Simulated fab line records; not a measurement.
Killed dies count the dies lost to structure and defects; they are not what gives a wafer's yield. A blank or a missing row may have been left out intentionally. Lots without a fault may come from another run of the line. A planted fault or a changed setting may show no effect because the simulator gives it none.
A lot that was struck, set against a sound lot -- flow sky130 -- 15 out of 708 route steps
Sound: wafers L133.2, L133.3, L133.5. Struck: wafer L140.4. (L140.1, L140.3 of the same lot were not struck and are left out.) The cause comes at the end.
Order at every step that has rows: each side's tool, ch and its chambers, its first start. Under that, the readings that differ: sound wafers -- struck wafers -- difference of the means -- sigmas: that difference in standard deviations of wafers without a fault.
alike: readings with means less than 2 such deviations apart, plus words and numbers identical on both sides. not compared: withheld readings, readings lacking a value on some wafer, bounds such as >300 that could conceal the same value, and numbers that have no deviation in the record and whose values overlap.
The two part at a step that has a row with sigmas, a row that says differs or no value, or rows on one side only. Numbers that have no deviation but don't overlap get no sigmas and don't part them. A reading that every wafer of one side lacks parts them only if that side has two wafers or more.

first, 4 steps without rows for these wafers: SKY_VT_ADJUST_NCORE_SOFTBAKE_03 (time 60 s); SKY_VT_ADJUST_NCORE_EXPOSE_04 (exposes mask LVTN COMPLEMENT THIN, target cd 380 nm); SKY_VT_ADJUST_NCORE_PEB_05; SKY_VT_ADJUST_NCORE_DEVELOP_06 (develop time 60 s).
SKY_VT_ADJUST_NCORE_CD_MEAS_07 targets a cd of 380 nm.
  struck on cdSem-01, day 12 02:19; sound on cdSem-02, day 10 04:07
reading,sound,struck,difference,sigmas
cdNm (nm),381.7 382.1 383.2,375.5,-6.8,-3
SKY_VT_ADJUST_NCORE_OVL_MEAS_08:
  struck on overlay-01, day 12 02:26; sound on overlay-02, day 10 04:13
  alike: VT_ADJUST_NCORE_OVL
following that, these wafers have no rows for 1 step: SKY_VT_ADJUST_NCORE_IMPLANT_09.
SKY_VT_ADJUST_NCORE_STRIP_10: strips in O2/N2.
  sound on plasmaAsher-02 ch 0,1, day 10 04:23; struck on plasmaAsher-04 ch 0, day 12 02:38
  alike: chamberPressureMTorr, drypumpMotorCurrentA, oesProductAu, stripTimeToEndpointS
  not compared: rfHoursCounterH
SKY_VT_ADJUST_NCORE_TW_MEAS_11:
  struck on filmMetro-02, day 12 02:44; sound on filmMetro-02, day 10 04:30
  alike: VT_ADJUST_NCORE_TW
then, 3 steps without rows for these wafers: SKY_VT_ADJUST_HVTR_DEHYDRATE_00 (time 60 s); SKY_VT_ADJUST_HVTR_HMDS_01 (prime time 60 s); SKY_VT_ADJUST_HVTR_COAT_02 (resist thk 1140 nm).
SKY_VT_ADJUST_HVTR_SOFTBAKE_03: time 60 s.
  sound on lithoTrack-04 ch 0, day 10 16:13; struck on lithoTrack-01 ch 0, day 12 14:56
reading,sound,struck,difference,sigmas
heaterPowerTotalW (W),56.55 56.56 56.67,58.57,+1.98,+44
runLengthS (s),89.14 88.99 88.99,82.77,-6.27,-48
then, 1 step without rows for these wafers: SKY_VT_ADJUST_HVTR_EXPOSE_04 (exposes mask HVTRM, target cd 380 nm).
-- a jump in the record: the struck wafers' starts before and after are 36 days apart (it breaks off in module VT_ADJUST_HVTR and resumes in module PAD_OPEN, where the first step shown is number 708 of the route) --
SKY_PAD_OPEN_PROBE_99:
  struck on prober-02, day 48 18:08; sound on prober-01, day 47 11:23
reading,sound,struck,difference,sigmas
killed_at_M4_up,7 4 5,0,-5,-3
  alike: killed_at_M0_to_M3, killedAtContacts, killedAtFrontEnd, killedAtOther, killedDies, killedOnRim, killedOpen, killedShort

== WHERE THEY PART ==
Earliest at SKY_VT_ADJUST_NCORE_CD_MEAS_07; latest, in this record, at SKY_PAD_OPEN_PROBE_99.

WHY: whatever the simulator had introduced
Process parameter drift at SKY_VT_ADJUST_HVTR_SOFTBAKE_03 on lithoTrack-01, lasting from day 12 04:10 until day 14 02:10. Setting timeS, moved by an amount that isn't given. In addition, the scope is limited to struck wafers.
